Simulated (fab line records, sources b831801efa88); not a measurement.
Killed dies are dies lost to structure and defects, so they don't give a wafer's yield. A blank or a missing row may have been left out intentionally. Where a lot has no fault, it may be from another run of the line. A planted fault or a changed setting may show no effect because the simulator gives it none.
Struck lot and sound lot, side by side | flow sky130 | 15 steps out of a route of 708
Sound: wafers L441.2, L441.4, L441.6. Struck: wafers L452.2, L452.3, L452.5. Last of all comes the cause.
At each step with rows: each side's tool, then ch and its chambers, then its first start. Under that, the readings that differ: sound wafers | struck wafers | difference of the means | sigmas: that difference in standard deviations of wafers without a fault.
alike: readings with means less than 2 such deviations apart, plus words and numbers identical on both sides. not compared: withheld readings, readings lacking a value on some wafer, bounds such as >300 that could conceal the same value, and numbers that have no deviation in the record and whose values overlap.
A row with sigmas, a row that says differs or no value, or rows on one side alone: a step with any of these is where the two part. When numbers do not overlap yet have no deviation, they are printed without sigmas and do not part them. Lack of a reading on every wafer of one side parts them only where that side has two or more wafers.

first, 2 steps without rows for these wafers: SKY_CONTACT_ETCH_16 (etches BARC in N2/H2, stops on SiO2, time 45.9 s, target depth 60 nm); SKY_CONTACT_ETCH_17 (etches SiO2 in C4F8/O2/Ar, stops on Si3N4, target depth 340 nm).
SKY_CONTACT_ETCH_18: etches Si3N4 in CHF3/O2, stops on TiN, time 39 s, target depth 75 nm.
  sound: rieDiel-03 ch 2,3; struck: rieDiel-03 ch 0,1,3
  alike: drypumpMotorCurrentA, oesProductAu, throttleValvePct
  not compared: rfHoursCounterH
SKY_CONTACT_STRIP_19: strips in O2/N2.
  sound on plasmaAsher-01 ch 0,1, day 31 05:10; struck on plasmaAsher-03 ch 0,1, day 35 14:33
  alike: drypumpMotorCurrentA, oesProductAu, stripTimeToEndpointS
  not compared: rfHoursCounterH
then, 3 steps without rows for these wafers: SKY_CONTACT_STRIP_20 (strips in post etch residue remover, time 1200 s); SKY_CONTACT_CLEAN_21 (cleans in IPA, time 180 s); SKY_CONTACT_CLEAN_22 (cleans in O3/DIW).
SKY_CONTACT_SPUTTER_23: material TiN, target thk 20 nm, time 80 s.
  sound on pvdSputter-04 at day 31 05:47; struck on pvdSputter-04 at day 35 15:11
  alike: throttleValvePct
then, 1 step without rows for these wafers: SKY_CONTACT_CVD_24 (deposits W, target thk 340 nm, time 102.12 s).
SKY_CONTACT_RS_MEAS_25: measures by four-point-probe.
  sound on filmMetro-04 at day 31 05:59; struck on filmMetro-03 at day 35 15:23
reading               | sound             | struck            | difference | sigmas
CONTACT_W_RS (ohm/sq) | 0.336 0.336 0.335 | 0.342 0.346 0.348 | +0.010     | +2
SKY_CONTACT_THK_MEAS_26: measures by xrf.
  sound on filmMetro-04 at day 31 06:05; struck on filmMetro-03 at day 35 15:29
  alike: CONTACT_W_THK
SKY_CONTACT_CMP_27: polishes, stops on SiO2, t overpolish 15 s, target thk 0 nm.
  sound on cmp-01 ch 1,3, day 31 06:11; struck on cmp-02 ch 2,3, day 35 15:35
  alike: motorCurrentA, overpolishRunS, timeToEndpointS
SKY_METAL1_SPUTTER_00: material Ti, target thk 15 nm, time 10 s.
  sound on pvdSputter-03 at day 31 06:26; struck on pvdSputter-03 at day 35 15:50
reading                                  | sound            | struck            | difference | sigmas
model.Ti_of_METAL1_SPUTTER_00.thkNm (nm) | 14.8 14.86 14.96 | 9.926 10.24 10.14 | -4.771     | 
  alike: throttleValvePct
SKY_METAL1_SPUTTER_01: material TiN, target thk 20 nm, time 16.7 s.
  sound on pvdSputter-03 at day 31 06:28; struck on pvdSputter-03 at day 35 15:52
  alike: throttleValvePct
-- the record jumps here: 13 days lie between the struck wafers' starts before and after (it left off in module METAL1 and takes up again in module PAD_OPEN, whose first step shown is number 708 of the route) --
SKY_PAD_OPEN_PROBE_99:
  rows exist in the record for the struck wafers here (prober-02, day 48 15:50), but not for the sound ones

== WHERE THEY PART ==
Earliest at SKY_CONTACT_RS_MEAS_25; latest, in this record, at SKY_PAD_OPEN_PROBE_99.

WHY: the cause the simulator had injected
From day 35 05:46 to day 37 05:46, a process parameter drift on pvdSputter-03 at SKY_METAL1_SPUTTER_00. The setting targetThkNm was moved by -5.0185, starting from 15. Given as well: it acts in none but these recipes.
